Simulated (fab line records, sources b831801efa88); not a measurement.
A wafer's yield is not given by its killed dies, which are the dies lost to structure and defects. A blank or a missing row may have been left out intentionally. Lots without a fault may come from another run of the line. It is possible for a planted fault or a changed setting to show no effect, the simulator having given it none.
fab line records -- flow sky130
[record] lots = 12, wafers = 36, last_day = 49
route steps=708 shown METAL1@454 VIA1@473 METAL2@484 VIA2@529 PAD_OPEN@708
lots untouched by any fault: they come from a run of this same line in which no faults occurred
start_h: start of the lot's first displayed wafer, in hours after the record's first day -- wait_h: how many hours have passed since the lot's step before this one -- " repeats the value in the row above -- L1.1+2: one row covering several wafers at once -- - no value, or no start was given -- * or withheld: withheld -- < > ~ a bound
route shown NAME@n: a module of which the file shows steps, and the number in the route of the first -- usual: mean/standard deviation taken from wafers without a fault -- same: alike in all rows -- chamber/n: place in a boat -- sites: readings site by site -- _std_site: the standard deviation of these -- _edge_site: outer sites' mean less inner sites' -- radius_mm: for every site, how far away it sits from the centre of the wafer -- mask NAME#n: copy n -- behind: tool/chamber where the wafer was last shaped -- hold: reason for holding the lot/hours on hold/outcome of the hold -- device: which transistor (n, p or np) failed to switch -- end of line: tests run on the same wafers once the route is complete -- a step given without rows: its recipe and nothing more -- killed: count of dies lost to structure and defects at first sort (not the wafer's yield) -- map: dies across one wafer; x = killed, . = not, _ = none there
set.NAME: setting as actually run; set.NAME@STEP: the setting as run at that earlier step -- model.NAME: the simulator's own value behind a step, which no gauge read
one table for each step of the route and one row for each wafer, over a sample of lots
services: a tool's chamber out of use, with start hour (start_h, from the record's first day; less than 0 if before it), hours out, and reason
[[steps]]
[step SKY_METAL1_STRIP_20]
[recipe] chemistry = O2/N2, power_w = 1400, pressure_mtorr = 1500, platen_temp_c = withheld, o2_flow_sccm = 3000, n2_flow_sccm = 300, overash_fraction = 0.5
[usual] drypump_motor_current_A = 6.08/0.25, oes_product_au = 0.343/0.0045, strip_time_to_endpoint_s = 2.71/0.039
lot.wafer,tool,chamber,start_h,wait_h,drypump_motor_current_A,oes_product_au,rf_hours_counter_h,strip_time_to_endpoint_s
L142.2,plasma_asher-04,1,760.83,0.1,5.98,0.344,33,2.78
L142.3,plasma_asher-04,1,760.83,0.1,5.98,0.345,-,2.74
L142.4,plasma_asher-04,0,760.83,0.1,6.26,0.344,-,2.77
L143.2,plasma_asher-03,0,768.73,0.1,6.44,0.341,94,2.65
L143.3,plasma_asher-03,0,768.73,0.1,6.44,0.344,-,2.72
L143.5,plasma_asher-03,0,768.73,0.1,6.43,0.334,-,2.71
L144.1,plasma_asher-01,0,776.61,0.1,5.59,0.348,3,2.74
L144.2,plasma_asher-01,1,776.61,0.1,6.05,0.340,3,2.69
L144.6,plasma_asher-01,1,776.61,0.1,6.03,0.345,-,2.72
L145.2,plasma_asher-04,0,788.28,0.1,6.24,0.341,36,2.70
L145.4,plasma_asher-04,1,788.28,0.1,5.97,0.334,-,2.74
L145.6,plasma_asher-04,1,788.28,0.1,5.95,0.343,-,2.66
L146.1,plasma_asher-04,0,799.82,0.1,6.25,0.349,37,2.76
L146.5,plasma_asher-04,0,799.82,0.1,6.22,0.343,-,2.75
L146.6,plasma_asher-04,1,799.82,0.1,5.97,0.346,-,2.76
L147.1,plasma_asher-03,0,803.28,0.1,6.45,0.345,97,2.73
L147.3,plasma_asher-03,0,803.28,0.1,6.44,0.339,-,2.66
L147.4,plasma_asher-03,1,803.28,0.1,6.04,0.347,-,2.72
L148.3,plasma_asher-01,0,813.61,0.1,5.59,0.344,-,2.67
L148.4,plasma_asher-01,1,813.61,0.1,6.03,0.339,-,2.71
L148.5,plasma_asher-01,1,813.61,0.1,6.02,0.340,-,2.66
L149.1,plasma_asher-01,0,821.96,0.1,5.59,0.340,8,2.66
L149.4,plasma_asher-01,1,821.96,0.1,6.03,0.338,-,2.67
L149.6,plasma_asher-01,0,821.96,0.1,5.59,0.338,-,2.65
L150.3,plasma_asher-01,1,823.16,0.1,6.02,0.344,-,2.71
L150.4,plasma_asher-01,0,823.16,0.1,5.59,0.341,-,2.65
L150.6,plasma_asher-01,0,823.16,0.1,5.59,0.350,-,2.73
L151.2,plasma_asher-03,0,845.26,0.1,6.42,0.338,101,2.66
L151.4,plasma_asher-03,1,845.26,0.1,6.02,0.345,-,2.73
L151.5,plasma_asher-03,1,845.26,0.1,6.00,0.345,-,2.72
L155.4,plasma_asher-04,0,869.31,0.1,6.25,0.343,-,2.68
L155.5,plasma_asher-04,1,869.31,0.1,5.97,0.348,-,2.69
L155.6,plasma_asher-04,0,869.31,0.1,6.25,0.347,-,2.68
L159.2,plasma_asher-03,0,898.06,0.1,6.44,0.338,107,2.67
L159.5,plasma_asher-03,1,898.06,0.1,6.03,0.338,-,2.67
L159.6,plasma_asher-03,0,898.06,0.1,6.44,0.342,-,2.75
[step SKY_VIA1_ETCH_15]
[recipe] target = SiO2, chemistry = C4F8/O2/Ar, target_depth_nm = 351, stop_on = TiN, mask_material = KrF-thick, source_w = 1500, bias_w = 1200, pressure_mtorr = 40, c4f8_flow_sccm = withheld, O2_flow_sccm = 6, Ar_flow_sccm = 300, time_s = 54
[usual] oes_product_au = 0.981/0.006
lot.wafer,tool,chamber,start_h,wait_h,oes_product_au,rf_hours_counter_h
L142.2,rie_diel-01,2,788.63,0.0,0.976,20
L142.3,rie_diel-01,1,788.63,0.0,0.979,6
L142.4,rie_diel-01,0,788.63,0.0,0.978,2
L143.2,rie_diel-04,0,796.78,0.0,0.978,5
L143.3,rie_diel-04,3,796.78,0.0,0.971,19
L143.5,rie_diel-04,2,796.78,0.0,0.987,-
L144.1,rie_diel-02,0,804.27,0.0,0.979,1
L144.2,rie_diel-02,3,804.27,0.0,0.982,7
L144.6,rie_diel-02,0,804.27,0.0,0.979,-
L145.2,rie_diel-01,1,815.57,0.0,0.968,6
L145.4,rie_diel-01,3,815.57,0.0,0.987,2
L145.6,rie_diel-01,0,815.57,0.0,0.985,-
L146.1,rie_diel-04,3,827.52,0.0,0.982,20
L146.5,rie_diel-04,0,827.52,0.0,0.990,-
L146.6,rie_diel-04,1,827.52,0.0,0.988,-
L147.1,rie_diel-02,0,830.47,0.0,0.976,2
L147.3,rie_diel-02,2,830.47,0.0,0.984,10
L147.4,rie_diel-02,3,830.47,0.0,0.983,8
L148.3,rie_diel-01,0,840.37,0.0,0.978,4
L148.4,rie_diel-01,3,840.37,0.0,0.976,3
L148.5,rie_diel-01,1,840.37,0.0,0.970,-
L149.1,rie_diel-02,1,848.70,0.0,0.987,11
L149.4,rie_diel-02,3,848.70,0.0,0.981,9
L149.6,rie_diel-02,2,848.70,0.0,0.977,-
L150.3,rie_diel-04,1,850.38,0.0,0.984,19
L150.4,rie_diel-04,0,850.38,0.0,0.987,6
L150.6,rie_diel-04,0,850.38,0.0,0.986,-
L151.2,rie_diel-02,3,871.78,0.0,0.986,9
L151.4,rie_diel-02,2,871.78,0.0,0.980,11
L151.5,rie_diel-02,1,871.78,0.0,0.985,-
L155.4,rie_diel-02,0,895.78,0.0,0.983,4
L155.5,rie_diel-02,0,895.78,0.0,0.981,-
L155.6,rie_diel-02,3,895.78,0.0,0.991,-
L159.2,rie_diel-04,0,924.48,0.0,0.981,9
L159.5,rie_diel-04,3,924.48,0.0,0.981,-
L159.6,rie_diel-04,0,924.48,0.0,0.984,-
[step SKY_METAL2_SPUTTER_01]
[recipe] material = TiN, target_thk_nm = 20, power_w = 6500, time_s = 16.7, chamber_pressure_pa = 0.4
[usual] throttle_valve_pct = 29.2/0.93
lot.wafer,tool,chamber,start_h,wait_h,throttle_valve_pct
L142.2,pvd_sputter-01,-,790.01,0.0,29.5
L142.3,pvd_sputter-01,-,790.01,0.0,29.3
L142.4,pvd_sputter-01,-,790.01,0.0,27.7
L143.2,pvd_sputter-01,-,798.07,0.0,27.7
L143.3,pvd_sputter-01,-,798.07,0.0,30.6
L143.5,pvd_sputter-01,-,798.07,0.0,27.9
L144.1,pvd_sputter-01,-,805.57,0.0,29.3
L144.2,pvd_sputter-01,-,805.57,0.0,30.6
L144.6,pvd_sputter-01,-,805.57,0.0,29.1
L145.2,pvd_sputter-01,-,816.90,0.0,30.7
L145.4,pvd_sputter-01,-,816.90,0.0,27.6
L145.6,pvd_sputter-01,-,816.90,0.0,28.9
L146.1,pvd_sputter-02,-,828.94,0.0,29.3
L146.5,pvd_sputter-02,-,828.94,0.0,28.1
L146.6,pvd_sputter-02,-,828.94,0.0,28.0
L147.1,pvd_sputter-01,-,831.89,0.0,27.8
L147.3,pvd_sputter-01,-,831.89,0.0,29.2
L147.4,pvd_sputter-01,-,831.89,0.0,29.4
L148.3,pvd_sputter-02,-,842.00,0.0,29.7
L148.4,pvd_sputter-02,-,842.00,0.0,28.3
L148.5,pvd_sputter-02,-,842.00,0.0,29.5
L149.1,pvd_sputter-02,-,850.02,0.0,28.2
L149.4,pvd_sputter-02,-,850.02,0.0,29.1
L149.6,pvd_sputter-02,-,850.02,0.0,28.7
L150.3,pvd_sputter-03,-,851.68,0.0,29.3
L150.4,pvd_sputter-03,-,851.68,0.0,31.1
L150.6,pvd_sputter-03,-,851.68,0.0,29.4
L151.2,pvd_sputter-02,-,873.08,0.0,29.5
L151.4,pvd_sputter-02,-,873.08,0.0,28.1
L151.5,pvd_sputter-02,-,873.08,0.0,29.5
L155.4,pvd_sputter-01,-,897.07,0.0,28.1
L155.5,pvd_sputter-01,-,897.07,0.0,29.7
L155.6,pvd_sputter-01,-,897.07,0.0,30.7
L159.2,pvd_sputter-01,-,925.78,0.0,29.1
L159.5,pvd_sputter-01,-,925.78,0.0,28.1
L159.6,pvd_sputter-01,-,925.78,0.0,29.5
[step SKY_VIA2_RS_MEAS_22]
[recipe] thk_meas_gauge = four-point-probe, reads = W_of_VIA2_CVD_21+TiN_of_VIA2_SPUTTER_20
[usual] VIA2_W_RS = 0.2744/0.0022
lot.wafer,tool,chamber,start_h,wait_h,VIA2_W_RS[ohm/sq]
L142.2,film_metro-04,-,845.31,0.1,0.2714
L142.3,film_metro-04,-,845.31,0.1,0.2724
L142.4,film_metro-04,-,845.31,0.1,0.2769
L143.2,film_metro-04,-,853.24,0.2,0.2730
L143.3,film_metro-04,-,853.24,0.2,0.2740
L143.5,film_metro-04,-,853.24,0.2,0.2729
L144.1,film_metro-03,-,860.33,0.1,0.2739
L144.2,film_metro-03,-,860.33,0.1,0.2725
L144.6,film_metro-03,-,860.33,0.1,0.2728
L145.2,film_metro-01,-,871.49,0.1,0.2751
L145.4,film_metro-01,-,871.49,0.1,0.2763
L145.6,film_metro-01,-,871.49,0.1,0.2765
L146.1,film_metro-01,-,883.15,0.1,0.2692
L146.5,film_metro-01,-,883.15,0.1,0.2726
L146.6,film_metro-01,-,883.15,0.1,0.2740
L147.1,film_metro-01,-,885.19,0.1,0.2772
L147.3,film_metro-01,-,885.19,0.1,0.2756
L147.4,film_metro-01,-,885.19,0.1,0.2784
L148.3,film_metro-04,-,895.72,0.1,0.2767
L148.4,film_metro-04,-,895.72,0.1,0.2765
L148.5,film_metro-04,-,895.72,0.1,0.2754
L149.1,film_metro-01,-,903.38,0.1,0.2712
L149.4,film_metro-01,-,903.38,0.1,0.2746
L149.6,film_metro-01,-,903.38,0.1,0.2730
L150.3,film_metro-04,-,904.57,0.1,0.2740
L150.4,film_metro-04,-,904.57,0.1,0.2778
L150.6,film_metro-04,-,904.57,0.1,0.2739
L151.2,film_metro-01,-,925.81,0.1,0.2736
L151.4,film_metro-01,-,925.81,0.1,0.2732
L151.5,film_metro-01,-,925.81,0.1,0.2705
L155.4,film_metro-04,-,949.42,0.1,0.2772
L155.5,film_metro-04,-,949.42,0.1,0.2726
L155.6,film_metro-04,-,949.42,0.1,0.2746
L159.2,film_metro-01,-,976.80,0.1,0.2767
L159.5,film_metro-01,-,976.80,0.1,0.2731
L159.6,film_metro-01,-,976.80,0.1,0.2754
[step SKY_PAD_OPEN_PROBE_99]
[usual] defect_limited_yield = 82.4/1.8, killed_at_M0_to_M3 = 44/7, killed_at_M4_up = 3.2/2, killed_at_contacts = 25/5.3, killed_at_front_end = 15/4.3, killed_at_other = 0.3/0.54, killed_dies = 86/8.7, killed_open = 47/6.4, killed_short = 39/5.6, sort_bin_3_pad_short = 0.9/0.43, sort_bin_5_function = 10.4/1.4, sort_bin_6_memory = 6.3/1.2, sort_n_pass = 406/8.7, sort_yield_pct = 82.4/1.8
[same] gross_dies = 492, killed_at_back_side = 0, sort_bin_4_leakage[%] = 0, sort_bin_8_speed[%] = 0
lot.wafer,tool,chamber,start_h,wait_h,hold,defect_limited_yield[%],killed_at_M0_to_M3,killed_at_M4_up,killed_at_contacts,killed_at_front_end,killed_at_other,killed_dies,killed_open,killed_short,sort_bin_3_pad_short[%],sort_bin_5_function[%],sort_bin_6_memory[%],sort_n_pass,sort_yield_pct[%]
L142.2,prober-01,-,1070.75,0.1,-,80.3,47,3,20,26,1,97,53,44,0.6,12.0,7.1,395,80.3
L142.3,prober-01,-,1070.80,0.2,-,83.9,33,1,24,21,0,79,47,32,1.0,10.0,5.1,413,83.9
L142.4,prober-01,-,1070.85,0.2,-,85.0,43,5,14,12,0,74,45,29,0.8,10.0,4.3,418,85.0
L143.2,prober-02,-,1075.77,0.1,-,84.1,52,2,19,5,0,78,39,38,0.6,7.3,7.9,414,84.1
L143.3,prober-02,-,1075.82,0.2,-,81.1,50,2,26,15,0,93,53,40,0.4,8.7,9.8,399,81.1
L143.5,prober-02,-,1075.92,0.2,-,80.1,44,6,27,21,0,98,55,43,0.8,11.4,7.7,394,80.1
L144.1,prober-01,-,1082.40,0.1,-,81.3,45,3,30,14,0,92,50,42,1.0,13.8,3.9,400,81.3
L144.2,prober-01,-,1082.45,0.1,-,82.9,35,3,35,11,0,84,48,36,0.8,10.6,5.7,408,82.9
L144.6,prober-01,-,1082.65,0.2,-,81.7,50,2,26,11,1,90,53,36,0.6,13.0,4.7,402,81.7
L145.2,prober-02,-,1091.26,0.1,-,83.3,36,3,31,11,1,82,41,39,1.0,10.0,5.7,410,83.3
L145.4,prober-02,-,1091.36,0.2,-,82.5,47,6,17,15,1,86,37,48,1.4,11.2,4.9,406,82.5
L145.6,prober-02,-,1091.46,0.2,-,80.1,53,3,28,13,1,98,51,45,1.6,12.4,5.9,394,80.1
L146.1,prober-01,-,1102.29,0.1,-,84.3,31,4,28,14,0,77,50,27,0.4,8.9,6.3,415,84.3
L146.5,prober-01,-,1102.49,0.2,-,80.1,49,6,27,16,0,98,46,52,1.8,11.8,6.3,394,80.1
L146.6,prober-01,-,1102.54,0.2,-,82.7,47,2,23,13,0,85,47,38,1.2,10.0,6.1,407,82.7
L147.1,prober-02,-,1103.81,0.1,-,82.5,42,2,21,21,0,86,40,46,0.8,9.6,7.1,406,82.5
L147.3,prober-02,-,1103.91,0.2,-,82.7,47,3,22,12,1,85,45,39,1.2,8.9,7.1,407,82.7
L147.4,prober-02,-,1103.96,0.2,-,84.1,37,3,21,17,0,78,44,34,0.8,8.9,6.1,414,84.1
L148.3,prober-01,-,1110.40,0.2,-,86.6,33,5,22,6,0,66,35,31,1.0,9.1,3.3,426,86.6
L148.4,prober-01,-,1110.45,0.2,-,82.7,45,7,19,14,0,85,46,39,1.0,10.2,6.1,407,82.7
L148.5,prober-01,-,1110.50,0.2,-,86.6,34,3,12,17,0,66,35,31,0.4,7.7,5.3,426,86.6
L149.1,prober-02,-,1117.21,0.1,-,82.5,42,6,23,15,0,86,48,38,0.6,8.3,8.5,406,82.5
L149.4,prober-02,-,1117.36,0.2,-,84.1,51,1,15,10,1,78,45,33,0.2,11.4,4.3,414,84.1
L149.6,prober-02,-,1117.46,0.2,-,84.1,35,8,17,18,0,78,44,34,0.6,8.9,6.3,414,84.1
L150.3,prober-01,-,1117.74,0.2,-,83.9,30,2,29,18,0,79,43,36,1.6,8.5,5.9,413,83.9
L150.4,prober-01,-,1117.79,0.2,-,81.5,40,2,30,19,0,91,45,46,1.2,10.8,6.5,401,81.5
L150.6,prober-01,-,1117.89,0.2,-,82.5,40,2,26,17,1,86,48,38,1.0,9.6,6.9,406,82.5
L151.2,prober-02,-,1134.99,0.1,-,83.1,50,2,18,13,0,83,45,38,0.6,8.7,7.5,409,83.1
L151.4,prober-02,-,1135.09,0.2,-,79.7,51,4,30,15,0,100,58,42,0.8,12.0,7.5,392,79.7
L151.5,prober-02,-,1135.14,0.2,-,81.7,48,3,28,11,0,90,48,42,0.4,11.4,6.5,402,81.7
L155.4,prober-02,-,1150.14,0.2,-,85.4,29,6,25,11,1,72,28,43,1.2,8.9,4.5,420,85.4
L155.5,prober-02,-,1150.19,0.2,-,82.7,47,5,26,7,0,85,45,40,0.6,10.2,6.5,407,82.7
L155.6,prober-02,-,1150.24,0.2,-,82.9,38,2,29,14,1,84,45,37,0.6,9.3,7.1,408,82.9
L159.2,prober-02,-,1172.50,0.1,await_dispo/2.1h/release,81.3,51,1,18,21,1,92,52,40,0.4,11.2,7.1,400,81.3
L159.5,prober-02,-,1172.65,0.2,await_dispo/2.1h/release,73.8,90,6,19,13,1,129,33,38,3.7,16.5,6.1,363,73.8
L159.6,prober-02,-,1172.70,0.2,await_dispo/2.1h/release,82.7,40,6,21,17,1,85,48,37,1.2,9.6,6.5,407,82.7
// killed by level:class
L142.2 VIA1:geometric_particle:open=10 VIA2:geometric_particle:open=8 FIELD_ISO:geometric_particle:open=6 VIA3:geometric_particle:open=6 FIELD_ISO:geometric_particle:short=5 POLY_GATE:geometric_particle:open=5 LI_CONTACT:geometric_particle:open=5 CONTACT:geometric_particle:open=5
L142.3 LI_CONTACT:geometric_particle:open=11 VIA1:geometric_particle:open=9 FIELD_ISO:geometric_particle:short=5 POLY_GATE:geometric_particle:short=5 CONTACT:geometric_particle:open=5 METAL1:geometric_particle:short=5 CONTACT:geometric_particle:short=4 METAL1:geometric_particle:open=4
L142.4 VIA2:geometric_particle:open=9 VIA1:geometric_particle:open=8 VIA3:geometric_particle:open=8 METAL2:geometric_particle:short=6 CONTACT:geometric_particle:open=5 POLY_GATE:geometric_particle:short=4 LI_CONTACT:geometric_particle:open=4 FIELD_ISO:geometric_particle:open=3
L143.2 VIA1:geometric_particle:open=11 METAL2:geometric_particle:short=7 CONTACT:geometric_particle:open=7 METAL1:geometric_particle:short=7 VIA1:geometric_particle:short=7 VIA2:geometric_particle:open=5 VIA3:geometric_particle:open=5 LI_CONTACT:geometric_particle:open=4
L143.3 VIA1:geometric_particle:open=11 LI_CONTACT:geometric_particle:open=10 CONTACT:geometric_particle:open=7 VIA3:geometric_particle:open=7 METAL1:geometric_particle:short=7 VIA1:geometric_particle:short=6 POLY_GATE:geometric_particle:short=6 VIA2:geometric_particle:open=6
L143.5 VIA1:geometric_particle:open=10 CONTACT:geometric_particle:open=9 LI_CONTACT:geometric_particle:open=8 METAL1:geometric_particle:short=7 VIA1:geometric_particle:short=7 VIA2:geometric_particle:open=6 VIA3:geometric_particle:open=6 POLY_GATE:geometric_particle:open=5
L144.1 CONTACT:geometric_particle:open=12 VIA1:geometric_particle:open=12 CONTACT:geometric_particle:short=10 METAL1:geometric_particle:short=8 VIA2:geometric_particle:open=7 POLY_GATE:geometric_particle:short=5 LI_CONTACT:geometric_particle:open=5 VIA3:geometric_particle:open=4
L144.2 CONTACT:geometric_particle:open=15 VIA1:geometric_particle:open=10 LI_CONTACT:geometric_particle:open=8 CONTACT:geometric_particle:short=5 METAL2:geometric_particle:short=5 VIA3:geometric_particle:open=5 LOCAL_INTERCONNECT:geometric_particle:short=4 METAL1:geometric_particle:short=4
L144.6 VIA1:geometric_particle:open=14 CONTACT:geometric_particle:open=13 METAL1:geometric_particle:short=7 VIA1:geometric_particle:short=6 VIA3:geometric_particle:open=6 CONTACT:geometric_particle:short=4 LOCAL_INTERCONNECT:geometric_particle:short=4 METAL2:geometric_particle:short=4
L145.2 CONTACT:geometric_particle:open=10 VIA1:geometric_particle:open=10 CONTACT:geometric_particle:short=7 LI_CONTACT:geometric_particle:open=6 VIA2:geometric_particle:open=6 FIELD_ISO:geometric_particle:short=4 LOCAL_INTERCONNECT:geometric_particle:short=4 METAL1:geometric_particle:short=4
L145.4 VIA1:geometric_particle:open=10 VIA1:geometric_particle:short=8 FIELD_ISO:geometric_particle:short=7 CONTACT:geometric_particle:open=6 CONTACT:geometric_particle:short=5 METAL1:geometric_particle:short=5 VIA2:geometric_particle:open=5 VIA3:geometric_particle:open=5
L145.6 VIA2:geometric_particle:open=12 LI_CONTACT:geometric_particle:open=11 CONTACT:geometric_particle:open=9 VIA3:geometric_particle:short=7 VIA1:geometric_particle:open=6 CONTACT:geometric_particle:short=6 METAL2:geometric_particle:short=6 METAL3:geometric_particle:short=5
L146.1 CONTACT:geometric_particle:open=12 LI_CONTACT:geometric_particle:open=8 VIA1:geometric_particle:open=8 METAL2:geometric_particle:short=5 VIA3:geometric_particle:open=5 POLY_GATE:geometric_particle:open=4 CONTACT:geometric_particle:short=4 FIELD_ISO:geometric_particle:open=3
L146.5 CONTACT:geometric_particle:open=9 LI_CONTACT:geometric_particle:open=7 METAL2:geometric_particle:short=7 FIELD_ISO:geometric_particle:short=6 VIA3:geometric_particle:open=5 METAL4:geometric_particle:short=5 LOCAL_INTERCONNECT:geometric_particle:short=5 VIA2:geometric_particle:open=5
L146.6 CONTACT:geometric_particle:open=10 METAL2:geometric_particle:short=8 VIA2:geometric_particle:open=7 METAL3:geometric_particle:short=7 LI_CONTACT:geometric_particle:open=6 METAL1:geometric_particle:short=5 VIA1:geometric_particle:open=5 FIELD_ISO:geometric_particle:open=4
L147.1 VIA1:geometric_particle:short=11 LI_CONTACT:geometric_particle:open=8 FIELD_ISO:geometric_particle:short=7 POLY_GATE:geometric_particle:open=7 CONTACT:geometric_particle:open=6 METAL2:geometric_particle:short=5 VIA2:geometric_particle:open=5 METAL3:geometric_particle:short=5
L147.3 CONTACT:geometric_particle:open=10 VIA1:geometric_particle:open=10 VIA2:geometric_particle:open=7 METAL2:geometric_particle:short=7 LI_CONTACT:geometric_particle:open=6 FIELD_ISO:geometric_particle:short=4 VIA3:geometric_particle:open=4 VIA1:geometric_particle:short=4
L147.4 VIA1:geometric_particle:open=12 CONTACT:geometric_particle:open=8 LI_CONTACT:geometric_particle:open=6 FIELD_ISO:geometric_particle:open=5 POLY_GATE:geometric_particle:open=5 METAL1:geometric_particle:short=5 METAL2:geometric_particle:short=5 FIELD_ISO:geometric_particle:short=4
L148.3 CONTACT:geometric_particle:open=11 METAL1:geometric_particle:short=5 VIA1:geometric_particle:open=5 VIA3:geometric_particle:open=5 LI_CONTACT:geometric_particle:open=4 CONTACT:geometric_particle:short=4 METAL2:geometric_particle:short=4 VIA2:geometric_particle:short=4
L148.4 VIA2:geometric_particle:open=10 VIA1:geometric_particle:open=9 LI_CONTACT:geometric_particle:open=8 CONTACT:geometric_particle:open=7 METAL4:geometric_particle:short=7 POLY_GATE:geometric_particle:short=5 VIA2:geometric_particle:short=5 METAL1:geometric_particle:short=5
L148.5 METAL1:geometric_particle:short=10 VIA2:geometric_particle:open=7 FIELD_ISO:geometric_particle:short=5 CONTACT:geometric_particle:open=5 VIA1:geometric_particle:open=5 FIELD_ISO:geometric_particle:open=4 POLY_GATE:geometric_particle:open=4 LI_CONTACT:geometric_particle:open=4
L149.1 VIA1:geometric_particle:open=10 CONTACT:geometric_particle:open=9 VIA3:geometric_particle:open=9 METAL2:geometric_particle:short=7 POLY_GATE:geometric_particle:short=5 METAL4:geometric_particle:short=5 METAL1:geometric_particle:short=5 VIA2:geometric_particle:open=5
L149.4 VIA1:geometric_particle:open=11 VIA3:geometric_particle:open=10 METAL2:geometric_particle:short=6 CONTACT:geometric_particle:open=6 METAL1:geometric_particle:short=5 VIA2:geometric_particle:open=5 VIA2:geometric_particle:short=4 FIELD_ISO:geometric_particle:open=3
L149.6 VIA1:geometric_particle:open=8 METAL2:geometric_particle:short=7 POLY_GATE:geometric_particle:open=6 VIA2:geometric_particle:open=6 LOCAL_INTERCONNECT:geometric_particle:short=5 CONTACT:geometric_particle:open=5 FIELD_ISO:geometric_particle:open=4 POLY_GATE:geometric_particle:short=4
L150.3 LI_CONTACT:geometric_particle:open=8 CONTACT:geometric_particle:short=6 CONTACT:geometric_particle:open=6 VIA1:geometric_particle:open=6 VIA3:geometric_particle:open=6 FIELD_ISO:geometric_particle:short=5 LOCAL_INTERCONNECT:geometric_particle:short=5 FIELD_ISO:geometric_particle:open=4
L150.4 LI_CONTACT:geometric_particle:open=11 CONTACT:geometric_particle:open=8 VIA1:geometric_particle:open=8 METAL1:geometric_particle:short=7 METAL2:geometric_particle:short=6 POLY_GATE:geometric_particle:short=5 VIA3:geometric_particle:open=5 FIELD_ISO:geometric_particle:short=4
L150.6 VIA1:geometric_particle:open=10 VIA2:geometric_particle:open=8 CONTACT:geometric_particle:open=8 LI_CONTACT:geometric_particle:open=7 METAL2:geometric_particle:short=6 CONTACT:geometric_particle:short=5 FIELD_ISO:geometric_particle:open=3 LI_CONTACT:geometric_particle:short=3
L151.2 VIA1:geometric_particle:open=13 VIA3:geometric_particle:open=8 VIA1:geometric_particle:short=6 LI_CONTACT:geometric_particle:short=5 METAL1:geometric_particle:short=5 VIA2:geometric_particle:open=5 CONTACT:geometric_particle:open=4 METAL2:geometric_particle:short=4
L151.4 VIA1:geometric_particle:open=15 CONTACT:geometric_particle:open=10 LI_CONTACT:geometric_particle:open=8 METAL1:geometric_particle:short=6 POLY_GATE:geometric_particle:open=5 VIA3:geometric_particle:open=5 VIA1:geometric_particle:short=5 LOCAL_INTERCONNECT:geometric_particle:short=4
L151.5 VIA1:geometric_particle:open=13 CONTACT:geometric_particle:open=8 VIA3:geometric_particle:short=7 METAL1:geometric_particle:short=7 CONTACT:geometric_particle:short=6 LI_CONTACT:geometric_particle:open=5 VIA3:geometric_particle:open=5 VIA2:geometric_particle:open=5
L155.4 LOCAL_INTERCONNECT:geometric_particle:short=8 CONTACT:geometric_particle:open=7 VIA1:geometric_particle:open=6 METAL4:geometric_particle:short=4 CONTACT:geometric_particle:short=4 METAL2:geometric_particle:short=4 VIA2:geometric_particle:short=4 FIELD_ISO:geometric_particle:open=3
L155.5 VIA1:geometric_particle:open=12 CONTACT:geometric_particle:open=12 METAL2:geometric_particle:short=9 VIA2:geometric_particle:open=6 LI_CONTACT:geometric_particle:open=5 CONTACT:geometric_particle:short=5 METAL1:geometric_particle:short=4 VIA1:geometric_particle:short=4
L155.6 CONTACT:geometric_particle:open=10 VIA1:geometric_particle:open=8 CONTACT:geometric_particle:short=7 VIA3:geometric_particle:open=7 LI_CONTACT:geometric_particle:open=6 VIA2:geometric_particle:short=6 POLY_GATE:geometric_particle:open=5 METAL2:geometric_particle:short=5
L159.2 VIA1:geometric_particle:open=10 VIA3:geometric_particle:open=8 METAL1:geometric_particle:short=8 METAL2:geometric_particle:short=8 VIA2:geometric_particle:open=7 FIELD_ISO:geometric_particle:short=6 POLY_GATE:geometric_particle:open=6 CONTACT:geometric_particle:open=6
L159.5 METAL2:unspecified=58 LI_CONTACT:geometric_particle:open=7 CONTACT:geometric_particle:open=7 FIELD_ISO:geometric_particle:short=6 METAL1:geometric_particle:short=5 VIA1:geometric_particle:open=5 METAL4:geometric_particle:short=5 METAL3:geometric_particle:short=4
L159.6 CONTACT:geometric_particle:open=8 FIELD_ISO:geometric_particle:open=7 LI_CONTACT:geometric_particle:open=7 METAL2:geometric_particle:short=6 VIA1:geometric_particle:open=6 VIA2:geometric_particle:open=5 VIA3:geometric_particle:open=5 POLY_GATE:geometric_particle:open=4
[[services]]
tool,chamber,start_h,hours,kind
rie_diel-01,3,739.79,-,clean
plasma_asher-01,0,742.75,-,clean
plasma_asher-01,1,742.75,-,clean
rie_diel-02,0,752.09,-,clean
rie_diel-02,0,752.09,29.1,scheduled_down
rie_diel-02,0,752.09,29.1,vent_cycle
rie_diel-02,2,761.71,1.9,repair
rie_diel-04,-,763.81,2.8,pm
plasma_asher-03,-,764.71,2.0,repair
rie_diel-02,1,785.35,9.3,repair
rie_diel-04,1,796.11,2.8,repair
rie_diel-02,1,796.60,22.4,repair
pvd_sputter-02,-,807.31,0.6,repair
rie_diel-04,1,815.08,4.6,repair
rie_diel-04,3,837.18,1.4,repair
pvd_sputter-02,1,860.85,-,consumable_replace:kit
pvd_sputter-02,1,860.85,18.0,scheduled_down
pvd_sputter-02,1,860.85,18.0,vent_cycle
rie_diel-01,2,874.10,16.0,repair
pvd_sputter-02,-,879.21,1.4,repair
rie_diel-01,-,880.15,17.3,repair
plasma_asher-01,-,888.06,0.5,repair
plasma_asher-04,-,890.69,1.2,repair
rie_diel-04,2,921.43,19.3,repair
[[key]]
[first_sign] step = SKY_PAD_OPEN_PROBE_99, reading = killed_at_M0_to_M3, direction = up, sigmas = 6.6, usual = 44, struck = 90
[effect] step = SKY_PAD_OPEN_PROBE_99, reading = sort_bin_3_pad_short, direction = up, sigmas = 6.4, usual = 0.9, struck = 3.7
met_at SKY_METAL2_SPUTTER_01
struck_lots L159
struck_wafers L159.5
not_acting_at SKY_METAL1_STRIP_20,SKY_VIA1_ETCH_15,SKY_VIA2_RS_MEAS_22
onset_between 897.07 925.78
[fault] kind = chamber_particle_source, tool = pvd_sputter-01, chamber = -, onset_h = 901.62, steps = SKY_METAL2_SPUTTER_01, rate_per_visit_cm2 = 1.203, end_h = 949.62, scope = struck_wafers_only
